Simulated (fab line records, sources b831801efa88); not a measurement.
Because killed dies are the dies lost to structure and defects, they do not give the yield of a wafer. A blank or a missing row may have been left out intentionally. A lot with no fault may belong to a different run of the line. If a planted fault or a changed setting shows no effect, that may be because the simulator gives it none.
Chamber matching || flow gf180mcu || GF_CONTACT_CMP_04 on cmp-01 has 4 sister chambers
The step polishes SiO2. 14 wafers are shown with their chamber, then 7 later ones without.

== WAFERS, EACH WITH ITS CHAMBER ==
{"wafer": "L366.1", "chamber": 0, "motor-current-A (A)": 12.3}
{"wafer": "L366.4", "chamber": 2, "motor-current-A (A)": 13.4}
{"wafer": "L366.6", "chamber": 0, "motor-current-A (A)": 12.4}
{"wafer": "L367.3", "chamber": 2, "motor-current-A (A)": 12.2}
{"wafer": "L367.5", "chamber": 0, "motor-current-A (A)": 12.5}
{"wafer": "L367.6", "chamber": 3, "motor-current-A (A)": 12.2}
{"wafer": "L370.1", "chamber": 3, "motor-current-A (A)": 12.8}
{"wafer": "L370.3", "chamber": 2, "motor-current-A (A)": 12.9}
{"wafer": "L370.5", "chamber": 3, "motor-current-A (A)": 12.3}
{"wafer": "L372.3", "chamber": 2, "motor-current-A (A)": 12.9}
{"wafer": "L372.4", "chamber": 1, "motor-current-A (A)": 11.9}
{"wafer": "L372.6", "chamber": 3, "motor-current-A (A)": 12.2}
{"wafer": "L376.2", "chamber": 0, "motor-current-A (A)": 12.2}
{"wafer": "L376.3", "chamber": 3, "motor-current-A (A)": 11.5}

SIGNATURES (means of the wafers above)
{"reading": "motor-current-A", "chamber 0": 12.350, "chamber 1": 11.900, "chamber 2": 12.850, "chamber 3": 12.200, "scatter within a chamber": 0.405}
Rule: for each reading, subtract the chamber's mean from the wafer's reading, divide by that reading's scatter and square the result; add these up over the readings and take the root, which gives the wafer's distance from the chamber. If the next closest chamber is less than 2 further off than the closest, the wafer can't be placed; otherwise it belongs to the closest. The scatter: the root of (the sum of the squares of (reading less its chamber's mean) over the shown wafers, divided by (wafers less chambers)).

== WAFERS WITHOUT THEIR CHAMBER ==
{"wafer": "L376.5", "motor-current-A (A)": 13.2}
{"wafer": "L379.1", "motor-current-A (A)": 12.7}
{"wafer": "L379.2", "motor-current-A (A)": 11.9}
{"wafer": "L379.4", "motor-current-A (A)": 13.0}
{"wafer": "L388.1", "motor-current-A (A)": 13.2}
{"wafer": "L388.3", "motor-current-A (A)": 11.7}
{"wafer": "L388.5", "motor-current-A (A)": 12.5}

== CHAMBER TAKEN BY EACH ==
{"wafer": "L376.5", "from the rows above": "can't be placed: 2 or 0 or 3", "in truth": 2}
{"wafer": "L379.1", "from the rows above": "can't be placed: 2 or 0 or 3 or 1", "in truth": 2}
{"wafer": "L379.2", "from the rows above": "can't be placed: 1 or 3 or 0", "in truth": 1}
{"wafer": "L379.4", "from the rows above": "can't be placed: 2 or 0 or 3", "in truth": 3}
{"wafer": "L388.1", "from the rows above": "can't be placed: 2 or 0 or 3", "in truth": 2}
{"wafer": "L388.3", "from the rows above": "can't be placed: 1 or 3 or 0", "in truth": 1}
{"wafer": "L388.5", "from the rows above": "can't be placed: 0 or 3 or 2 or 1", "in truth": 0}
Correct placement for 0 of the 7. Not placeable from these rows: 7 (in 7, the candidates include the true chamber). Number placed wrongly: 0.
